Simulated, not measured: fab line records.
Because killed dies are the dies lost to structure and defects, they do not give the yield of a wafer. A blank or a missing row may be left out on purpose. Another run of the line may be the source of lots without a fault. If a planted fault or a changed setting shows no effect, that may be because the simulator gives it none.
Check for tools in common / flow sky130 / Lots sampled 12, wafers sampled 36

== WHY IT WAS OPENED ==
SKY_LDD_LDN_TW_MEAS_13, reading LDD_LDN_TW: flagged on 2 of 12 lots. No-fault wafers: 1479, standard deviation 8.4.
Rule: a lot gets a flag if all its wafers with a number sit over 4 standard deviations from that mean, or if no wafer of it has a number. The rest of the lots are taken to be sound.

lot=L454; measured=day 23 19:52; on=film metro-03; LDD_LDN_TW, wafer by wafer=1462 1470 1468; flag=
lot=L455; measured=day 24 06:35; on=film metro-02; LDD_LDN_TW, wafer by wafer=1487 1489 1498; flag=
lot=L456; measured=day 24 12:08; on=film metro-03; LDD_LDN_TW, wafer by wafer=1463 1470 1470; flag=
lot=L458; measured=day 25 06:38; on=film metro-02; LDD_LDN_TW, wafer by wafer=1483 1492 1480; flag=
lot=L460; measured=day 25 16:14; on=film metro-04; LDD_LDN_TW, wafer by wafer=1480 1479 1483; flag=
lot=L463; measured=day 26 21:08; on=film metro-03; LDD_LDN_TW, wafer by wafer=1473 1483 1466; flag=
lot=L464; measured=day 27 04:26; on=film metro-04; LDD_LDN_TW, wafer by wafer=1485 1491 1476; flag=
lot=L468; measured=day 28 10:31; on=film metro-02; LDD_LDN_TW, wafer by wafer=1501 1485 1486; flag=
lot=L472; measured=day 29 23:26; on=film metro-03; LDD_LDN_TW, wafer by wafer=1516 1516 1514; flag=FLAGGED
lot=L473; measured=day 30 06:46; on=film metro-03; LDD_LDN_TW, wafer by wafer=1473 1471 1471; flag=
lot=L474; measured=day 30 09:16; on=film metro-02; LDD_LDN_TW, wafer by wafer=1485 1475 1468; flag=
lot=L475; measured=day 30 14:29; on=film metro-04; LDD_LDN_TW, wafer by wafer=1531 1526 1516; flag=FLAGGED
The mean of the flagged lots' numbers is 1520, +41 from the usual (+5 standard deviations).

== WHICH TOOL RAN EACH LOT ==
The record keeps 1 process step preceding the reading, out of 708 steps on the route. Every cell lists first the tool, next ch and the chambers used by the sampled wafers, and last the start.
lot=L454; flag=; SKY_LDD_LDN_IMPLANT_08=implanter-03 ch 0, day 23 19:10
lot=L455; flag=; SKY_LDD_LDN_IMPLANT_08=implanter-03 ch 0, day 24 05:55
lot=L456; flag=; SKY_LDD_LDN_IMPLANT_08=implanter-02 ch 0, day 24 11:28
lot=L458; flag=; SKY_LDD_LDN_IMPLANT_08=implanter-03 ch 0, day 25 05:58
lot=L460; flag=; SKY_LDD_LDN_IMPLANT_08=implanter-03 ch 0, day 25 15:34
lot=L463; flag=; SKY_LDD_LDN_IMPLANT_08=implanter-02 ch 0, day 26 20:27
lot=L464; flag=; SKY_LDD_LDN_IMPLANT_08=implanter-01 ch 0, day 27 03:46
lot=L468; flag=; SKY_LDD_LDN_IMPLANT_08=implanter-02 ch 0, day 28 09:49
lot=L472; flag=FLAGGED; SKY_LDD_LDN_IMPLANT_08=implanter-02 ch 0, day 29 22:44
lot=L473; flag=; SKY_LDD_LDN_IMPLANT_08=implanter-03 ch 0, day 30 06:04
lot=L474; flag=; SKY_LDD_LDN_IMPLANT_08=implanter-03 ch 0, day 30 08:34
lot=L475; flag=FLAGGED; SKY_LDD_LDN_IMPLANT_08=implanter-02 ch 0, day 30 13:49
What these steps do:
- SKY_LDD_LDN_IMPLANT_08
- SKY_LDD_LDN_TW_MEAS_13

== FLAGGED AGAINST TOTAL, ONE TOOL AT A TIME (gauges that did the reading follow at the end) ==
step=SKY_LDD_LDN_IMPLANT_08; tool=implanter-01; lots run=1; flagged=0; share of the flagged lots=none; sound lots run after its first flagged lot=-
step=SKY_LDD_LDN_IMPLANT_08; tool=implanter-02; lots run=5; flagged=2; share of the flagged lots=all; sound lots run after its first flagged lot=0
step=SKY_LDD_LDN_IMPLANT_08; tool=implanter-03; lots run=6; flagged=0; share of the flagged lots=none; sound lots run after its first flagged lot=-
step=SKY_LDD_LDN_TW_MEAS_13; tool=film metro-02; lots run=4; flagged=0; share of the flagged lots=none; sound lots run after its first flagged lot=-
step=SKY_LDD_LDN_TW_MEAS_13; tool=film metro-03; lots run=5; flagged=1; share of the flagged lots=some; sound lots run after its first flagged lot=1 (L473)
step=SKY_LDD_LDN_TW_MEAS_13; tool=film metro-04; lots run=3; flagged=1; share of the flagged lots=some; sound lots run after its first flagged lot=0

== THE TABLE: WHAT IT ALLOWS ==
All flagged lots share 1 row of the table, namely implanter-02 at SKY_LDD_LDN_IMPLANT_08.
- implanter-02 at SKY_LDD_LDN_IMPLANT_08: 2 of its 5 lots flagged. Last sound lot L468 at day 28 09:49, first flagged lot L472 at day 29 22:44; a fault beginning in between fits. Its own readings (beam energy keV) fall more than 4 standard deviations out on all wafers of the flagged lots.
Left over: one tool, implanter-02 at SKY_LDD_LDN_IMPLANT_08.

== WHAT THE SIMULATOR PUT IN ==
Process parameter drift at SKY_LDD_LDN_IMPLANT_08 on implanter-02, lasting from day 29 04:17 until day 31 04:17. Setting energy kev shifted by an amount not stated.
Shown lots that were struck: L472, L475. The same result came from the rule above.
